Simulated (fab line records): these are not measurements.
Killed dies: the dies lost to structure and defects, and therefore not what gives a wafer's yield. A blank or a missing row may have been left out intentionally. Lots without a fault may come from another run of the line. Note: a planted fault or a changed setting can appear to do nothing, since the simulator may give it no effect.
A struck lot beside a sound one || flow sky130 || 16 steps out of a route of 708
Sound: these wafers, L115.2, L115.4, L115.5. Wafers L122.1, L122.3, L122.4 were the ones struck. At the end, the cause is stated.
Order at every step that has rows: each side's tool, ch and its chambers, its first start. Under that, the readings that differ: sound wafers || struck wafers || difference of the means || sigmas: that difference in standard deviations of wafers without a fault.
alike: words and numbers the same on both sides, and readings whose means are apart by under 2 such deviations; not compared: readings that were withheld, readings missing a value for some wafer, numbers with overlapping values and no deviation given by the record, and bounds like >300 which may hide the same value.
The two part at a step that has a row with sigmas, a row that says differs or no value, or rows on one side only. Numbers that have no deviation but don't overlap get no sigmas and don't part them. A reading missing from all wafers of one side parts the sides only when that side holds two or more wafers.

first, 1 step without rows for these wafers: SKY_LDD_N_IMPLANT_15.
SKY_LDD_N_STRIP_16: strips in O2/N2.
  sound on plasmaAsher-02 ch 0, day 18 17:55; struck on plasmaAsher-02 ch 0,1, day 21 01:01
{"reading": "oesProductAu (a.u.)", "sound": "0.405 0.405 0.400", "struck": "0.416 0.407 0.415", "difference": "+0.009", "sigmas": "+2"}
  alike: drypumpMotorCurrentA, stripTimeToEndpointS
  not compared: rfHoursCounterH
SKY_LDD_N_TW_MEAS_17:
  sound: filmMetro-04 at day 18 18:02; struck: filmMetro-01 at day 21 01:07
{"reading": "LDD_N_TW", "sound": "2605 2628 2605", "struck": "2559 2557 2566", "difference": -52, "sigmas": -2}
then, 7 steps without rows for these wafers: SKY_LDD_P_DEHYDRATE_00 (time 60 s); SKY_LDD_P_HMDS_01 (prime time 60 s); SKY_LDD_P_COAT_02 (resist thk 1155 nm); SKY_LDD_P_SOFTBAKE_03 (time 60 s); SKY_LDD_P_EXPOSE_04 (exposes mask PSDM, target cd 380 nm); SKY_LDD_P_PEB_05; SKY_LDD_P_DEVELOP_06 (develop time 60 s).
SKY_LDD_P_CD_MEAS_07: target cd 380 nm.
  sound: cdSem-01 at day 20 00:08; struck: cdSem-02 at day 22 07:36
{"reading": "cdNm (nm)", "sound": "382.2 381.4 380.4", "struck": "378.1 376.1 375.8", "difference": -4.7, "sigmas": -2}
SKY_LDD_P_OVL_MEAS_08:
  sound: overlay-01 at day 20 00:15; struck: overlay-02 at day 22 07:43
  alike: LDD_P_OVL
SKY_LDD_P_IMPLANT_09:
  sound on implanter-02 ch 0, day 20 00:18; struck on implanter-03 ch 0, day 22 07:46
{"reading": "doseIonsCm2", "sound": "9.994e+12 9.995e+12 1.0003e+13", "struck": "1.1104e+13 1.1115e+13 1.1105e+13", "difference": "+1.1107e+12", "sigmas": "+99 or more"}
{"reading": "faradayCurrentUA", "sound": "58.6 58.4 56.0", "struck": "63.0 63.3 63.3", "difference": "+5.5", "sigmas": "+5"}
  alike: beamEnergyKeV
SKY_LDD_P_STRIP_10: strips in O2/N2.
  sound on plasmaAsher-04 ch 0,1, day 20 00:26; struck on plasmaAsher-01 ch 0,1, day 22 07:55
  alike: drypumpMotorCurrentA, oesProductAu, stripTimeToEndpointS
  not compared: rfHoursCounterH
SKY_LDD_P_TW_MEAS_11:
  sound: filmMetro-03 at day 20 00:32; struck: filmMetro-03 at day 22 08:14
{"reading": "LDD_P_TW", "sound": "639 640 642", "struck": "655 659 657", "difference": "+17", "sigmas": "+3"}
  not compared: hold
-- here the record skips 26 days between the struck wafers' starts before and after, leaving off in module LDD_P and picking up in module PAD_OPEN (first step shown: number 708 of the route) --
SKY_PAD_OPEN_PROBE_99:
  sound: prober-01 at day 46 09:44; struck: prober-02 at day 48 01:05
{"reading": "model.etest.tipP.rsOhmSq", "sound": "6932 6886 6788", "struck": "6407 6370 6368", "difference": -487, "sigmas": ""}
  alike: killed_at_M0_to_M3, killed_at_M4_up, killedAtContacts, killedAtFrontEnd, killedAtOther, killedDies, killedOnRim, killedOpen, killedShort

## WHERE THEY PART
Last at SKY_LDD_P_TW_MEAS_11 as far as this record goes, first at SKY_LDD_N_STRIP_16. Later steps at which nothing parts them and some readings are alike: SKY_PAD_OPEN_PROBE_99.

WHY: the cause the simulator had injected
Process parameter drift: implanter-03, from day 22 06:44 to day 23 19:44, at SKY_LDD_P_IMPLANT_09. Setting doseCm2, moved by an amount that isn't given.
